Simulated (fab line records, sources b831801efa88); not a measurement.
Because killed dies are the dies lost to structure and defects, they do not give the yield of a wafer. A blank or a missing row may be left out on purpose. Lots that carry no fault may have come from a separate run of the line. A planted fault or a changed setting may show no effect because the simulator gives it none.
Chamber matching + flow gf180mcu + 3 sister chambers for GF_V3_CVD_00 on hdpcvd-01
The step deposits SiO2, target thk 600 nm, time 100 s. 6 wafers are shown with their chamber, then 6 later ones without.

## EACH WAFER AND ITS CHAMBER
| wafer  | chamber | sih4-flow-sccm (sccm) |
|--------|---------|-----------------------|
| L810.4 | 1       | 60.01                 |
| L811.3 | 2       | 59.85                 |
| L811.4 | 0       | 59.98                 |
| L811.5 | 2       | 59.87                 |
| L814.5 | 0       | 59.89                 |
| L814.6 | 1       | 60.20                 |

## WAFERS WITH NO CHAMBER GIVEN
| wafer  | sih4-flow-sccm (sccm) |
|--------|-----------------------|
| L826.3 | 59.91                 |
| L826.5 | 60.24                 |
| L826.6 | 59.99                 |
| L827.2 | 60.06                 |
| L827.3 | 59.87                 |
| L827.4 | 59.93                 |

## EACH ONE'S CHAMBER
| wafer  | from the rows above          | in truth |
|--------|------------------------------|----------|
| L826.3 | can't be placed: 0 or 2 or 1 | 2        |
| L826.5 | can't be placed: 1 or 0      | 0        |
| L826.6 | can't be placed: 0 or 1 or 2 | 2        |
| L827.2 | can't be placed: 1 or 0 or 2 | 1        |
| L827.3 | can't be placed: 2 or 0      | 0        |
| L827.4 | can't be placed: 0 or 2 or 1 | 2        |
Placed correctly: 0 of 6. From these rows, 6 cannot be placed; in 6 the true chamber is one of the candidates. Placed wrongly: 0.
How it was worked out, from the rows above alone: a wafer's distance from a chamber is the root of the sum, over the readings, of the square of ((its reading less the chamber's mean) divided by the reading's scatter). The wafer belongs to the nearest chamber; if the next one is less than 2 further off, it can't be placed. A chamber's mean is the mean of its shown wafers. The scatter: the root of (the sum of the squares of (reading less its chamber's mean) over the shown wafers, divided by (wafers less chambers)).
